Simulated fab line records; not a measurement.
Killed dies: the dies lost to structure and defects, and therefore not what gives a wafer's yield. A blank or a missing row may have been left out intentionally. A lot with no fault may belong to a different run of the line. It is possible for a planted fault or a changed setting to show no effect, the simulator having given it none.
The tool behind it: which one? ; flow sky130 ; 6 lots, 18 wafers sampled, at 3 steps of a route of 708

WHAT THE GAUGES READ, wafer by wafer
SKY_VIA1_OVL_MEAS_13.
lot;measured;on;VIA1_OVL (nm)
L551;day 34 07:29;overlay-01;-6 0 -5
L553;day 35 06:41;overlay-01;-3 1 -4
L555;day 35 17:14;overlay-02;0 9 -5
L559;day 38 08:10;overlay-01;-2 -1 0
L566;day 39 04:55;overlay-01;2 -1 -6
L572;day 40 20:15;overlay-01;-4 -10 -2

EACH LOT AND THE TOOL THAT RAN IT (in order: tool; ch and the chambers of the sampled wafers; start)
lot;SKY_SPACER_ETCHBACK_02;SKY_SD_N_STRIP_11
L551;rie_diel-04 ch 0,3, day 23 09:01;plasma_asher-03 ch 0,1, day 28 07:05
L553;rie_diel-02 ch 1,2,3, day 24 12:17;plasma_asher-02 ch 0,1, day 29 07:16
L555;rie_diel-01 ch 0,1,2, day 24 22:36;plasma_asher-01 ch 0,1, day 29 19:08
L559;rie_diel-02 ch 0,2, day 27 19:55;plasma_asher-02 ch 1, day 32 13:01
L566;rie_diel-04 ch 0,2,3, day 28 22:28;plasma_asher-03 ch 0,1, day 33 13:17
L572;rie_diel-02 ch 0,2,3, day 30 15:38;plasma_asher-02 ch 0,1, day 35 05:02
- SKY_SPACER_ETCHBACK_02: etches Si3N4 in CH3F/O2, stops on SiO2, time 46.7 s, target depth 45 nm.
- SKY_SD_N_STRIP_11: strips in O2/N2.

THE ANSWER, worked out from the rows above alone
Rule: the lots themselves supply what counts as usual. Put in order of their means at a reading, lots are off if they are a third of the lots or fewer, leave a main group of 4 or more, and stand apart from it by a gap of 3 or more times the standard deviation of the main group's means; of several such gaps the widest counts. Not used: any main group whose means are identical at the precision the tables above print for the reading. Also off: a lot with no number at a reading for which 4 or more lots have one. Any other lot the step has rows for is counted as sound.
Nothing can be told from this: no lot is off at any reading shown.

WHAT WAS PUT IN BY THE SIMULATOR
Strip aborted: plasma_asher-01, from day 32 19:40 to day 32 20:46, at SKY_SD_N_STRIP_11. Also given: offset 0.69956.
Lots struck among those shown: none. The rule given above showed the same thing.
